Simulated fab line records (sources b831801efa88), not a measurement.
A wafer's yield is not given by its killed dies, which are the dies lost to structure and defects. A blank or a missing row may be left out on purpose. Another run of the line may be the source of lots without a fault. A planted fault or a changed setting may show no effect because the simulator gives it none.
Comparing a struck lot with a sound one / flow sky130 / 15 out of 708 route steps
Sound: the wafers L990.1, L990.3, L990.6. The struck wafers were L106.2, L106.3, L106.6. The cause comes at the end.
Each step with rows lists, per side, the tool, then ch with its chambers, then its first start. Under that, the readings that differ: sound wafers / struck wafers / difference of the means / sigmas: that difference in standard deviations of wafers without a fault.
alike: same words and numbers on both sides, and readings whose means sit less than 2 such deviations apart. not compared: any withheld reading, any reading some wafer has no value for, any bound like >300 that may hide the same value, and any number with overlapping values for which the record gives no deviation.
A row with sigmas, a row that says differs or no value, or rows on one side alone: a step with any of these is where the two part. Numbers that have no deviation but don't overlap get no sigmas and don't part them. A reading missing from all wafers of one side parts the sides only when that side holds two or more wafers.

first, 1 step without rows for these wafers: SKY_VT_ADJUST_HVTR_IMPLANT_09.
SKY_VT_ADJUST_HVTR_STRIP_10: strips in O2/N2.
  sound on plasma_asher-02 ch 0,1, day 10 02:20; struck on plasma_asher-02 ch 0,1, day 15 01:25
  alike: chamber_pressure_mTorr, drypump_motor_current_A, oes_product_au, strip_time_to_endpoint_s
  not compared: rf_hours_counter_h
SKY_VT_ADJUST_HVTR_TW_MEAS_11:
  sound: film_metro-01 at day 10 02:26; struck: film_metro-01 at day 15 01:31
  alike: VT_ADJUST_HVTR_TW
then, 7 steps without rows for these wafers: SKY_VT_ADJUST_PCH_DEHYDRATE_00 (time 60 s); SKY_VT_ADJUST_PCH_HMDS_01 (prime time 60 s); SKY_VT_ADJUST_PCH_COAT_02 (resist thk 3000 nm); SKY_VT_ADJUST_PCH_SOFTBAKE_03; SKY_VT_ADJUST_PCH_EXPOSE_04 (exposes mask NWM, target cd 840 nm); SKY_VT_ADJUST_PCH_PEB_05; SKY_VT_ADJUST_PCH_DEVELOP_06 (develop time 60 s).
SKY_VT_ADJUST_PCH_OVL_MEAS_07:
  sound: overlay-02 at day 10 23:58; struck: overlay-02 at day 16 05:05
reading=VT_ADJUST_PCH_OVL (nm); sound=1.8 2.3 0.2; struck=-1.5 -0.8 -1.6; difference=-2.7; sigmas=-2
then, 1 step without rows for these wafers: SKY_VT_ADJUST_PCH_IMPLANT_08.
SKY_VT_ADJUST_PCH_STRIP_09: strips in O2/N2.
  sound on plasma_asher-04 ch 0,1, day 11 00:08; struck on plasma_asher-04 ch 0,1, day 16 05:16
reading=oes_product_au (a.u.); sound=0.721 0.726 0.716; struck=0.661 0.649 0.660; difference=-0.064; sigmas=-15
reading=strip_time_to_endpoint_s (s); sound=36.75 36.75 36.77; struck=42.69 42.64 42.80; difference=+5.95; sigmas=+62
  alike: chamber_pressure_mTorr, drypump_motor_current_A
  not compared: rf_hours_counter_h
SKY_VT_ADJUST_PCH_TW_MEAS_10:
  sound: film_metro-03 at day 11 00:14; struck: film_metro-01 at day 16 05:22
  alike: VT_ADJUST_PCH_TW
-- here the record skips 34 days between the struck wafers' starts before and after, leaving off in module VT_ADJUST_PCH and picking up in module PAD_OPEN (first step shown: number 708 of the route) --
SKY_PAD_OPEN_PROBE_99:
  sound: prober-02 at day 46 14:40; struck: prober-02 at day 49 21:54
  alike: killed_at_M0_to_M3, killed_at_M4_up, killed_at_contacts, killed_at_front_end, killed_at_other, killed_dies, killed_open, killed_short

## WHERE THEY PART
At SKY_VT_ADJUST_PCH_OVL_MEAS_07 first; at SKY_VT_ADJUST_PCH_STRIP_09 last (within this record only). Later steps at which nothing parts them and some readings are alike: SKY_VT_ADJUST_PCH_TW_MEAS_10, SKY_PAD_OPEN_PROBE_99.

WHY: the cause the simulator had injected
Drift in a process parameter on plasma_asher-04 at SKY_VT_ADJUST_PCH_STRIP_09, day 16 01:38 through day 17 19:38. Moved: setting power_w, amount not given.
